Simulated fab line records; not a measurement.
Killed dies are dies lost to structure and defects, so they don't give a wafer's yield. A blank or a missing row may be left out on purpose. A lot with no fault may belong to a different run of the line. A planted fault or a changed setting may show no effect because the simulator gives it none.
Which tool is to blame? :: flow gf180mcu :: 12 lots with 36 wafers sampled at 6 steps, on a route of 602 steps

WHAT THE GAUGES SHOWED, per wafer
GF_HV_LDD_TW_MEAS_38. Usual: for HV_LDD_3_TW the level is 1441 and the standard deviation is 6.9.
lot: L824
measured: day 11 23:57
on: filmMetro-01
HV_LDD_3_TW: 1441 1438 1442
flag: 

lot: L825
measured: day 12 01:17
on: filmMetro-01
HV_LDD_3_TW: 1436 1446 1436
flag: 

lot: L827
measured: day 12 13:02
on: filmMetro-04
HV_LDD_3_TW: 1437 1435 1443
flag: 

lot: L828
measured: day 12 19:14
on: filmMetro-04
HV_LDD_3_TW: 1441 1438 1435
flag: 

lot: L830
measured: day 13 21:50
on: filmMetro-02
HV_LDD_3_TW: 1449 1445 1447
flag: 

lot: L833
measured: day 14 12:31
on: filmMetro-04
HV_LDD_3_TW: 1443 1443 1441
flag: 

lot: L842
measured: day 17 15:58
on: filmMetro-02
HV_LDD_3_TW: 1408 1408 1395 1403 1408 1399
flag: OFF

lot: L843
measured: day 18 00:21
on: filmMetro-04
HV_LDD_3_TW: 1398 1395 1400 1396 1397 1400
flag: OFF

lot: L844
measured: day 18 09:29
on: filmMetro-02
HV_LDD_3_TW: 1439 1427 1444
flag: 

lot: L845
measured: day 18 15:04
on: filmMetro-04
HV_LDD_3_TW: 1434 1437 1427
flag: 

lot: L846
measured: day 18 18:26
on: filmMetro-02
HV_LDD_3_TW: 1437 1445 1443
flag: 

lot: L847
measured: day 19 05:32
on: filmMetro-02
HV_LDD_3_TW: 1446 1442 1453
flag: 

GF_HV_LDD_RS_MEAS_53: a four-point-probe measurement. Usual: for HV_LDD_RS the level is 418.0 ohm/sq and the standard deviation is 0.99.
lot: L824
measured: day 12 20:04
on: filmMetro-02
HV_LDD_RS (ohm/sq): 418.4 418.1 418.0
flag: 

lot: L825
measured: day 12 20:55
on: filmMetro-02
HV_LDD_RS (ohm/sq): 418.9 419.5 417.7
flag: 

lot: L827
measured: day 13 09:07
on: filmMetro-01
HV_LDD_RS (ohm/sq): 416.7 416.1 417.8
flag: 

lot: L828
measured: day 13 15:32
on: filmMetro-04
HV_LDD_RS (ohm/sq): 417.6 416.2 416.1
flag: 

lot: L830
measured: day 14 18:29
on: filmMetro-02
HV_LDD_RS (ohm/sq): 419.2 420.0 419.2
flag: 

lot: L833
measured: day 15 10:50
on: filmMetro-04
HV_LDD_RS (ohm/sq): 418.0 418.7 417.3
flag: 

lot: L842
measured: day 18 16:20
on: filmMetro-04
HV_LDD_RS (ohm/sq): 423.4 421.8 423.4 423.5 422.8 423.0
flag: OFF

lot: L843
measured: day 19 00:50
on: filmMetro-04
HV_LDD_RS (ohm/sq): 427.0 427.0 425.9 427.4 425.5 426.4
flag: OFF

lot: L844
measured: day 19 10:18
on: filmMetro-04
HV_LDD_RS (ohm/sq): 418.2 417.7 418.8
flag: 

lot: L845
measured: day 19 16:15
on: filmMetro-02
HV_LDD_RS (ohm/sq): 418.0 418.4 417.5
flag: 

lot: L846
measured: day 19 19:35
on: filmMetro-01
HV_LDD_RS (ohm/sq): 418.7 418.0 418.1
flag: 

lot: L847
measured: day 20 06:02
on: filmMetro-01
HV_LDD_RS (ohm/sq): 416.8 417.0 416.8
flag: 

GF_HV_LDD_THK_MEAS_55. Usual: for HV_LDD_CVD_54_THK the level is 9.99 nm and the standard deviation is 0.16.
lot: L824
measured: day 12 21:12
on: filmMetro-04
HV_LDD_CVD_54_THK (nm): 10.21 10.33 10.25
flag: 

lot: L825
measured: day 12 22:13
on: filmMetro-02
HV_LDD_CVD_54_THK (nm): 9.55 9.79 9.69
flag: 

lot: L827
measured: day 13 10:43
on: filmMetro-04
HV_LDD_CVD_54_THK (nm): 10.12 10.12 10.19
flag: 

lot: L828
measured: day 13 16:41
on: filmMetro-02
HV_LDD_CVD_54_THK (nm): 10.06 10.16 10.17
flag: 

lot: L830
measured: day 14 19:37
on: filmMetro-02
HV_LDD_CVD_54_THK (nm): 9.97 10.07 9.92
flag: 

lot: L833
measured: day 15 11:57
on: filmMetro-02
HV_LDD_CVD_54_THK (nm): 9.90 9.81 9.91
flag: 

lot: L842
measured: day 18 20:44
on: filmMetro-04
HV_LDD_CVD_54_THK (nm): 10.01 10.05 9.80
flag: 

lot: L843
measured: day 19 04:28
on: filmMetro-04
HV_LDD_CVD_54_THK (nm): 9.86 9.75 9.83
flag: 

lot: L844
measured: day 19 11:26
on: filmMetro-04
HV_LDD_CVD_54_THK (nm): 10.06 10.02 10.18
flag: 

lot: L845
measured: day 19 17:23
on: filmMetro-04
HV_LDD_CVD_54_THK (nm): 9.93 9.80 9.83
flag: 

lot: L846
measured: day 19 20:44
on: filmMetro-01
HV_LDD_CVD_54_THK (nm): 10.10 10.18 10.01
flag: 

lot: L847
measured: day 20 07:11
on: filmMetro-02
HV_LDD_CVD_54_THK (nm): 10.24 9.99 10.16
flag: 

GF_NSD_CD_MEAS_07 targets a cd of 400 nm. Usual: cdNm 400.2 nm, standard deviation 2.1.
lot: L824
measured: day 13 19:26
on: cdSem-01
cdNm (nm): 401.6 401.0 402.0
flag: 

lot: L825
measured: day 13 20:13
on: cdSem-02
cdNm (nm): 399.1 398.8 399.6
flag: 

lot: L827
measured: day 14 09:25
on: cdSem-02
cdNm (nm): 399.1 399.1 400.5
flag: 

lot: L828
measured: day 14 14:54
on: cdSem-02
cdNm (nm): 401.5 401.7 400.9
flag: 

lot: L830
measured: day 15 19:20
on: cdSem-02
cdNm (nm): 404.6 402.2 403.9
flag: 

lot: L833
measured: day 16 11:41
on: cdSem-01
cdNm (nm): 403.4 402.6 405.1
flag: 

lot: L842
measured: day 19 20:35
on: cdSem-01
cdNm (nm): 401.8 397.6 400.0
flag: 

lot: L843
measured: day 20 04:53
on: cdSem-01
cdNm (nm): 394.8 395.5 397.1
flag: 

lot: L844
measured: day 20 13:15
on: cdSem-02
cdNm (nm): 398.2 397.4 397.3
flag: 

lot: L845
measured: day 20 19:04
on: cdSem-01
cdNm (nm): 398.3 397.7 400.1
flag: 

lot: L846
measured: day 20 22:36
on: cdSem-01
cdNm (nm): 400.2 400.1 401.0
flag: 

lot: L847
measured: day 21 09:24
on: cdSem-02
cdNm (nm): 400.8 399.7 399.8
flag: 

GF_PSD_CD_MEAS_07 targets a cd of 400 nm. Usual: cdNm 400.4 nm, standard deviation 2.2.
lot: L824
measured: day 14 16:58
on: cdSem-01
cdNm (nm): 396.8 396.0 396.4
flag: 

lot: L825
measured: day 14 17:17
on: cdSem-02
cdNm (nm): 402.4 403.3 401.5
flag: 

lot: L827
measured: day 15 06:53
on: cdSem-01
cdNm (nm): 402.2 401.4 399.3
flag: 

lot: L828
measured: day 15 12:30
on: cdSem-02
cdNm (nm): 399.6 399.5 399.1
flag: 

lot: L830
measured: day 16 17:19
on: cdSem-02
cdNm (nm): 402.4 403.5 403.2
flag: 

lot: L833
measured: day 17 10:09
on: cdSem-02
cdNm (nm): 397.9 398.8 402.0
flag: 

lot: L842
measured: day 20 20:45
on: cdSem-01
cdNm (nm): 403.0 402.2 403.8
flag: 

lot: L843
measured: day 21 05:11
on: cdSem-02
cdNm (nm): 397.2 396.9 397.3
flag: 

lot: L844
measured: day 21 14:09
on: cdSem-01
cdNm (nm): 398.6 400.5 401.9
flag: 

lot: L845
measured: day 21 19:21
on: cdSem-02
cdNm (nm): 401.5 401.7 399.9
flag: 

lot: L846
measured: day 21 22:47
on: cdSem-01
cdNm (nm): 399.5 399.0 400.8
flag: 

lot: L847
measured: day 22 09:17
on: cdSem-02
cdNm (nm): 396.6 397.5 400.6
flag: 

WHICH TOOL RAN EACH LOT (tool, then ch and the chambers of the sampled wafers, then the start)
lot: L824
GF_HV_LDD_IMPLANT_36: implanter-04 ch 0, day 11 23:43

lot: L825
GF_HV_LDD_IMPLANT_36: implanter-01 ch 0, day 12 01:02

lot: L827
GF_HV_LDD_IMPLANT_36: implanter-03 ch 0, day 12 12:47

lot: L828
GF_HV_LDD_IMPLANT_36: implanter-03 ch 0, day 12 18:59

lot: L830
GF_HV_LDD_IMPLANT_36: implanter-04 ch 0, day 13 21:35

lot: L833
GF_HV_LDD_IMPLANT_36: implanter-01 ch 0, day 14 12:17

lot: L842
GF_HV_LDD_IMPLANT_36: implanter-01 ch 0, day 17 15:44

lot: L843
GF_HV_LDD_IMPLANT_36: implanter-01 ch 0, day 18 00:07

lot: L844
GF_HV_LDD_IMPLANT_36: implanter-03 ch 0, day 18 09:14

lot: L845
GF_HV_LDD_IMPLANT_36: implanter-03 ch 0, day 18 14:49

lot: L846
GF_HV_LDD_IMPLANT_36: implanter-04 ch 0, day 18 18:11

lot: L847
GF_HV_LDD_IMPLANT_36: implanter-04 ch 0, day 19 05:17
- GF_HV_LDD_IMPLANT_36

AS READ BY THE TOOLS THEMSELVES (means over the sampled wafers that have a number; for cases with no such wafer, the mark the record gives instead)
GF_HV_LDD_IMPLANT_36. Usual: beamOnS 9.98 s, standard deviation 0.22; doseIonsCm2 7.498e+12, standard deviation 8.4e+09; endStationPressureTorr 5.06e-06 Torr, standard deviation 2.5e-07; faradayCurrentUA 42.4, standard deviation 0.94; tiltDeg 29.999 degrees, standard deviation 0.022.
lot: L824
tool: implanter-04
beamOnS (s): 9.75
doseIonsCm2: 7.502e+12
endStationPressureTorr (Torr): 4.66e-06
faradayCurrentUA: 43.3
tiltDeg (degrees): 30.015
flag: 

lot: L825
tool: implanter-01
beamOnS (s): 10.03
doseIonsCm2: 7.499e+12
endStationPressureTorr (Torr): 5.23e-06
faradayCurrentUA: 42.1
tiltDeg (degrees): 29.997
flag: 

lot: L827
tool: implanter-03
beamOnS (s): 9.79
doseIonsCm2: 7.496e+12
endStationPressureTorr (Torr): 5.27e-06
faradayCurrentUA: 43.1
tiltDeg (degrees): 30.015
flag: 

lot: L828
tool: implanter-03
beamOnS (s): 9.99
doseIonsCm2: 7.481e+12
endStationPressureTorr (Torr): 5.10e-06
faradayCurrentUA: 42.3
tiltDeg (degrees): 29.982
flag: 

lot: L830
tool: implanter-04
beamOnS (s): 9.93
doseIonsCm2: 7.499e+12
endStationPressureTorr (Torr): 4.88e-06
faradayCurrentUA: 42.6
tiltDeg (degrees): 29.998
flag: 

lot: L833
tool: implanter-01
beamOnS (s): 10.00
doseIonsCm2: 7.501e+12
endStationPressureTorr (Torr): 5.09e-06
faradayCurrentUA: 42.3
tiltDeg (degrees): 30.025
flag: 

lot: L842
tool: implanter-01
beamOnS (s): 9.83
doseIonsCm2: 4.985e+12
endStationPressureTorr (Torr): 5.08e-06
faradayCurrentUA: 28.5
tiltDeg (degrees): 30.008
flag: OFF

lot: L843
tool: implanter-01
beamOnS (s): 9.77
doseIonsCm2: 4.984e+12
endStationPressureTorr (Torr): 4.89e-06
faradayCurrentUA: 28.7
tiltDeg (degrees): 30.022
flag: OFF

lot: L844
tool: implanter-03
beamOnS (s): 9.95
doseIonsCm2: 7.494e+12
endStationPressureTorr (Torr): 5.26e-06
faradayCurrentUA: 42.5
tiltDeg (degrees): 29.991
flag: 

lot: L845
tool: implanter-03
beamOnS (s): 10.14
doseIonsCm2: 7.486e+12
endStationPressureTorr (Torr): 4.91e-06
faradayCurrentUA: 41.7
tiltDeg (degrees): 29.966
flag: 

lot: L846
tool: implanter-04
beamOnS (s): 10.03
doseIonsCm2: 7.496e+12
endStationPressureTorr (Torr): 5.34e-06
faradayCurrentUA: 42.2
tiltDeg (degrees): 29.995
flag: 

lot: L847
tool: implanter-04
beamOnS (s): 10.08
doseIonsCm2: 7.504e+12
endStationPressureTorr (Torr): 4.72e-06
faradayCurrentUA: 41.9
tiltDeg (degrees): 29.963
flag: 

THE ANSWER, worked out from the rows above alone
Rule: lot off if the mean of its wafers having a number is beyond 3 standard deviations from the usual mean. Also off: a lot with no number at a reading for which 4 or more lots have one. All remaining lots with rows at the step are treated as sound. First the gauges in route order, then the tools' own readings, where a lot's mean is used as printed above. The first step at which some lot is off is used, and at that step the reading that is off furthest; a lot without a number counts as furthest.
Off: L842, L843, seen at GF_HV_LDD_TW_MEAS_38 (HV_LDD_3_TW).
A tool fits if, at a process step before that reading, it ran every lot that is off, and no sound lot after the first of them. The gauges at GF_HV_LDD_TW_MEAS_38 aren't tried: what is off there is off at GF_HV_LDD_IMPLANT_36 too, on other tools, and a gauge's error can't cause that. One fits: implanter-01 at GF_HV_LDD_IMPLANT_36. Its last sound lot is L833 (day 14 12:17), its first lot that is off L842 (day 17 15:44): a fault that began between those two fits.
The tool's own readings at GF_HV_LDD_IMPLANT_36 bear it out: on the lots that are off they differ by more than 5 times the standard deviation of the sound lots' means. doseIonsCm2 reads 4.984e+12 there against 7.496e+12 on the sound lots; faradayCurrentUA reads 28.6 there against 42.4 on the sound lots.

WHAT WAS PUT IN BY THE SIMULATOR
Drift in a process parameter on implanter-01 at GF_HV_LDD_IMPLANT_36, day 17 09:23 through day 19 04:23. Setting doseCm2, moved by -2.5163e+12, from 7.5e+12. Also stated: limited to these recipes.
Lots struck among those shown: L842, L843. The rule above reached the same finding.
